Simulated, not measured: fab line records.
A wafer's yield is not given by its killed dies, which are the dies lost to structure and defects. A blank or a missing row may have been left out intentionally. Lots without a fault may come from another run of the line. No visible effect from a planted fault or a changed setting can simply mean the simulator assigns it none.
The tool behind it: which one? | flow gf180mcu | Sampling: 13 lots, 39 wafers, 4 of 602 route steps

== WHAT THE GAUGES READ, wafer by wafer ==
GF_V4_THK_MEAS_25: measures by xrf. Usual: for V4_W_THK the level is 355 nm and the standard deviation is 6.5.
lot  | measured     | on            | V4_W_THK (nm) | flag
L638 | day 25 02:13 | film metro-03 | 358 359 356   |
L640 | day 25 16:24 | film metro-03 | 354 363 353   |
L642 | day 26 07:05 | film metro-03 | 367 358 367   |
L643 | day 26 14:20 | film metro-01 | 346 351 349   |
L644 | day 27 06:46 | film metro-03 | 360 351 363   |
L646 | day 27 18:41 | film metro-03 | 355 355 355   |
L647 | day 27 22:25 | film metro-04 | 362 353 350   |
L651 | day 29 06:17 | film metro-03 | 363 361 358   |
L653 | day 29 18:58 | film metro-01 | 351 358 353   |
L655 | day 30 14:14 | film metro-01 | 343 347 349   |
L657 | day 30 17:35 | film metro-03 | 356 363 355   |
L658 | day 31 08:08 | film metro-01 | 340 341 351   |
L660 | day 31 13:56 | film metro-04 | 358 361 360   |

GF_V5_THK_MEAS_01. Usual: for V5_CVD_00_THK the level is 299.0 nm and the standard deviation is 3.
lot  | measured     | on            | V5_CVD_00_THK (nm) | flag
L638 | day 26 22:40 | film metro-02 | 299.1 302.5 298.5  |
L640 | day 27 12:22 | film metro-02 | 298.6 303.6 300.9  |
L642 | day 28 02:13 | film metro-02 | 301.4 303.6 301.7  |
L643 | day 28 08:35 | film metro-04 | 301.8 301.8 299.8  |
L644 | day 29 00:22 | film metro-02 | 298.7 297.9 298.3  |
L646 | day 29 11:29 | film metro-02 | 297.5 297.1 295.5  |
L647 | day 29 13:43 | film metro-02 | 300.9 295.1 299.7  |
L651 | day 30 22:09 | film metro-01 | 294.6 299.6 301.2  |
L653 | day 31 09:13 | film metro-01 | 299.3 299.3 301.7  |
L655 | day 32 03:02 | film metro-02 | 304.8 294.2 295.1  |
L657 | day 32 06:48 | film metro-04 | 297.0 299.0 298.0  |
L658 | day 32 19:50 | film metro-02 | 299.1 297.3 293.4  |
L660 | day 33 01:32 | film metro-04 | 298.1 297.7 297.7  |

== WHAT TOOL EACH LOT RAN ON (gives the tool, then ch and the chambers of the sampled wafers, and finally the start) ==
lot  | GF_V4_SPUTTER_21             | GF_M5_ETCH_09
L638 | pvd sputter-02, day 25 01:53 | rie diel-01 ch 0,2, day 26 21:52
L640 | pvd sputter-03, day 25 16:04 | rie diel-04 ch 2,3, day 27 10:20
L642 | pvd sputter-02, day 26 06:45 | rie diel-04 ch 2,3, day 28 01:23
L643 | pvd sputter-04, day 26 14:00 | rie diel-04 ch 0,1, day 28 07:52
L644 | pvd sputter-03, day 27 06:26 | rie diel-02 ch 0,1, day 28 23:36
L646 | pvd sputter-04, day 27 18:21 | rie diel-04 ch 0,2,3, day 29 10:46
L647 | pvd sputter-03, day 27 22:05 | rie diel-04 ch 0,1,3, day 29 13:01
L651 | pvd sputter-02, day 29 05:57 | rie diel-02 ch 1,2, day 30 21:19
L653 | pvd sputter-03, day 29 18:37 | rie diel-04 ch 0,1, day 31 08:31
L655 | pvd sputter-03, day 30 13:54 | rie diel-04 ch 2,3, day 32 02:19
L657 | pvd sputter-04, day 30 17:14 | rie diel-02 ch 1,2,3, day 32 06:04
L658 | pvd sputter-04, day 31 07:47 | rie diel-02 ch 0,2,3, day 32 19:07
L660 | pvd sputter-04, day 31 13:35 | rie diel-01 ch 1,2, day 33 00:49
- GF_V4_SPUTTER_21: material Ti, target thk 15 nm, time 80.02 s.
- GF_M5_ETCH_09: etches Si3N4 in CF4/O2, target depth 52 nm, time 11.6 s.

== WHAT THE TOOLS THEMSELVES READ (means of the sampled wafers that have a number; where no wafer has one, the mark that the record gives instead) ==
GF_V4_SPUTTER_21. Usual: throttle valve pct 30.3 %, standard deviation 1.1.
lot  | tool           | throttle valve pct (%) | flag
L638 | pvd sputter-02 | 31.8                   |
L640 | pvd sputter-03 | 29.9                   |
L642 | pvd sputter-02 | 30.9                   |
L643 | pvd sputter-04 | 29.6                   |
L644 | pvd sputter-03 | 29.9                   |
L646 | pvd sputter-04 | 30.3                   |
L647 | pvd sputter-03 | 29.6                   |
L651 | pvd sputter-02 | 31.6                   |
L653 | pvd sputter-03 | 29.6                   |
L655 | pvd sputter-03 | 29.8                   |
L657 | pvd sputter-04 | 30.2                   |
L658 | pvd sputter-04 | 30.3                   |
L660 | pvd sputter-04 | 30.1                   |

GF_M5_ETCH_09. Usual: cf4 flow sccm 79.98 sccm, standard deviation 0.23; drypump motor current A 5.9 A, standard deviation 0.43; oes product au 0.996 a.u., standard deviation 0.008; throttle valve pct 5.968 %, standard deviation 0.01.
lot  | tool        | cf4 flow sccm (sccm) | drypump motor current A (A) | oes product au (a.u.) | throttle valve pct (%) | flag
L638 | rie diel-01 | 79.99                | 5.1                         | 0.999                 | 5.973                  |
L640 | rie diel-04 | 80.03                | 6.1                         | 0.994                 | 5.964                  |
L642 | rie diel-04 | 79.93                | 6.1                         | 0.995                 | 5.963                  |
L643 | rie diel-04 | 80.13                | 6.1                         | 1.002                 | 5.974                  |
L644 | rie diel-02 | 79.90                | 5.9                         | 0.995                 | 5.977                  |
L646 | rie diel-04 | 79.90                | 6.0                         | 0.995                 | 5.974                  |
L647 | rie diel-04 | 80.04                | 6.2                         | 0.994                 | 5.976                  |
L651 | rie diel-02 | 80.02                | 6.1                         | 1.000                 | 5.969                  |
L653 | rie diel-04 | 79.89                | 6.1                         | 1.227                 | 6.035                  | OFF
L655 | rie diel-04 | 79.83                | 6.1                         | 1.220                 | 6.035                  | OFF
L657 | rie diel-02 | 80.07                | 5.9                         | 1.003                 | 5.963                  |
L658 | rie diel-02 | 80.19                | 6.1                         | 1.006                 | 5.969                  |
L660 | rie diel-01 | 80.00                | 5.4                         | 0.986                 | 5.969                  |

== THE ANSWER, worked out from the rows above alone ==
Rule: a lot is off if the mean of its wafers that have a number lies more than 3 standard deviations from the usual mean. Also off: a lot with no number at a reading for which 4 or more lots have one. Any other lot the step has rows for is counted as sound. Order of review: gauges by route order, followed by the tools' own readings, for which a lot's mean as printed above is used. At the first step where some lot is off, the reading lying furthest off is the one used; lots without a number count as furthest.
Off, at GF_M5_ETCH_09 on oes product au: L653, L655.
If a tool, at that step or one of the process steps before it, ran each lot that is off and ran no sound lot following the first of them, it fits. 2 tools fit, pvd sputter-03 at GF_V4_SPUTTER_21 and rie diel-04 at GF_M5_ETCH_09, so this cannot tell which one it is.

== WHAT WAS PUT IN BY THE SIMULATOR ==
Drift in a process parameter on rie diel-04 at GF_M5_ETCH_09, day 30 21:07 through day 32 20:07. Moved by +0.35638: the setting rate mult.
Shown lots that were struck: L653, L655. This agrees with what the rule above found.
